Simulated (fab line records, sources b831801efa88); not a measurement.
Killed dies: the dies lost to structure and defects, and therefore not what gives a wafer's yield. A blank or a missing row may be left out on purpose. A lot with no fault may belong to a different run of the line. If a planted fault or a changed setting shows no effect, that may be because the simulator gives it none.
Chamber matching | flow gf180mcu | 4 sister chambers for GF_V4_CMP_26 on cmp-02
The step polishes, stops on SiO2, t overpolish 15 s, target thk 0 nm. 8 wafers are shown with their chamber, then 11 later ones without.

## WAFERS WITH THEIR CHAMBER
wafer  | chamber | motor_current_A (A) | time_to_endpoint_s (s)
L084.1 | 0       | 10.1                | 87
L086.3 | 1       | 11.6                | 85
L086.6 | 2       | 9.2                 | 86
L087.2 | 1       | 11.6                | 79
L087.5 | 0       | 9.9                 | 88
L091.5 | 2       | 9.7                 | 85
L091.6 | 3       | 10.9                | 86
L090.3 | 3       | 11.0                | 81

## WAFERS WITH NO CHAMBER GIVEN
wafer  | motor_current_A (A) | time_to_endpoint_s (s)
L090.4 | 9.7                 | 88
L090.5 | 11.6                | 78
L092.4 | 10.3                | 91
L092.5 | 11.3                | 77
L092.6 | 10.2                | 87
L094.1 | 12.0                | 80
L094.5 | 10.9                | 85
L094.6 | 10.2                | 89
L096.1 | 9.6                 | 85
L096.3 | 9.1                 | 84
L096.4 | 11.8                | 79

## THE CHAMBER EACH PASSED THROUGH
wafer  | from the rows above     | in truth
L090.4 | can't be placed: 0 or 2 | 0
L090.5 | 1                       | 1
L092.4 | 0                       | 0
L092.5 | can't be placed: 1 or 3 | 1
L092.6 | 0                       | 0
L094.1 | 1                       | 1
L094.5 | 3                       | 3
L094.6 | 0                       | 0
L096.1 | can't be placed: 2 or 0 | 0
L096.3 | 2                       | 2
L096.4 | 1                       | 1
8 of 11 placed correctly. From these rows, 3 cannot be placed; in 3 the true chamber is one of the candidates. Placed wrongly: 0.
How it was worked out, from the rows above alone: a wafer's distance from a chamber is the root of the sum, over the readings, of the square of ((its reading less the chamber's mean) divided by the reading's scatter). If the next closest chamber is less than 2 further off than the closest, the wafer can't be placed; otherwise it belongs to the closest. A chamber's mean is the mean of its shown wafers. The scatter: the root of (the sum of the squares of (reading less its chamber's mean) over the shown wafers, divided by (wafers less chambers)).
